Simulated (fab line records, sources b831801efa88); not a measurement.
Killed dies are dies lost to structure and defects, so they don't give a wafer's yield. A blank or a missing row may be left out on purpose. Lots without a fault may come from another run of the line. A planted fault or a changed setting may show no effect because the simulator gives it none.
Chamber matching | flow sfq_line | SFQ_TRILAYER_I5_ETCH_VIA_ETCH_147 on rie_diel-04: 4 sister chambers
The step etches the open film in CHF3, stops on Nb, target depth 360 nm. 4 wafers are shown with their chamber, then 7 later ones without.

WAFERS WITH THEIR CHAMBER
wafer  | chamber | drypump_motor_current_A (A)
L566.2 | 1       | 5.94
L568.5 | 3       | 5.41
L580.2 | 0       | 5.79
L580.3 | 2       | 5.25

WAFERS WITHOUT THEIR CHAMBER
wafer  | drypump_motor_current_A (A)
L580.5 | 5.37
L581.2 | 5.23
L581.4 | 5.86
L581.6 | 5.83
L587.2 | 5.35
L587.3 | 5.83
L587.6 | 5.36

WHICH CHAMBER EACH WENT THROUGH
wafer  | from the rows above     | in truth
L580.5 | can't be placed: 3 or 2 | 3
L581.2 | 2                       | 2
L581.4 | can't be placed: 0 or 1 | 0
L581.6 | can't be placed: 0 or 1 | 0
L587.2 | can't be placed: 3 or 2 | 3
L587.3 | can't be placed: 0 or 1 | 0
L587.6 | can't be placed: 3 or 2 | 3
Placed correctly: 1 of 7. Can't be placed from these rows: 6 (the true chamber is among the candidates in 6). Placed wrongly: 0.
How it was worked out, from the rows above alone: a wafer's distance from a chamber is the root of the sum, over the readings, of the square of ((its reading less the chamber's mean) divided by the reading's scatter). The wafer belongs to the nearest chamber; if the next one is less than 2 further off, it can't be placed. A chamber's mean is the mean of its shown wafers. The scatter: with one shown wafer a chamber, the root of the mean of the squares of how far each hidden wafer lies from its nearest shown one.
